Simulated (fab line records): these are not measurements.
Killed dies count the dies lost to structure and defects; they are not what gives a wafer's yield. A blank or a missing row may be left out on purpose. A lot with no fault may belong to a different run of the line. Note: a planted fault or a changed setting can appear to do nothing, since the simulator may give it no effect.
The tool behind it: which one? ; flow sky130 ; 6 lots, 18 wafers sampled, at 3 steps of a route of 708

WHAT THE GAUGES READ, wafer by wafer
SKY_VIA3_OVL_MEAS_13.
lot;measured;on;VIA3_OVL (nm)
L594;day 41 01:19;overlay-02;-2 -1 -2
L599;day 42 07:14;overlay-02;1 -4 1
L603;day 43 04:50;overlay-02;14 8 8
L609;day 44 18:14;overlay-02;-2 -7 -6
L611;day 45 07:53;overlay-01;-9 -11 -12
L617;day 46 19:56;overlay-01;0 0 -1

EACH LOT AND THE TOOL THAT RAN IT (in order: tool; ch and the chambers of the sampled wafers; start)
lot;SKY_METAL2_SPUTTER_04;SKY_METAL3_DESCUM_15
L594;pvd-sputter-01, day 35 11:05;rie-metal-01 ch 0,1, day 39 22:42
L599;pvd-sputter-01, day 36 19:28;rie-metal-01 ch 0, day 41 05:44
L603;pvd-sputter-04, day 37 16:02;rie-metal-01 ch 0,1, day 42 03:09
L609;pvd-sputter-01, day 39 12:16;rie-metal-02 ch 0,1, day 43 17:47
L611;pvd-sputter-02, day 40 03:56;rie-metal-01 ch 0,1, day 44 08:18
L617;pvd-sputter-04, day 41 19:36;rie-metal-01 ch 0, day 45 20:52
- SKY_METAL2_SPUTTER_04: material TiN, target thk 70 nm, time 58.3 s.
- SKY_METAL3_DESCUM_15: chemistry O2, time 8 s.

THE ANSWER, worked out from the rows above alone
Rule: the lots themselves supply what counts as usual. The widest of any qualifying gaps counts: lots, ordered by their means at a reading, are off when they make up no more than a third of the lots, leave a main group of 4 or more, and stand apart from it by 3 or more times the standard deviation of that group's means. If all means in a main group match to the digits the tables above print for the reading, that group is not used. Also off: a lot with no number at a reading for which 4 or more lots have one. The other lots that the step has rows for count as sound.
None of the lots is off at any reading shown; this tells nothing.

WHAT THE SIMULATOR PUT IN
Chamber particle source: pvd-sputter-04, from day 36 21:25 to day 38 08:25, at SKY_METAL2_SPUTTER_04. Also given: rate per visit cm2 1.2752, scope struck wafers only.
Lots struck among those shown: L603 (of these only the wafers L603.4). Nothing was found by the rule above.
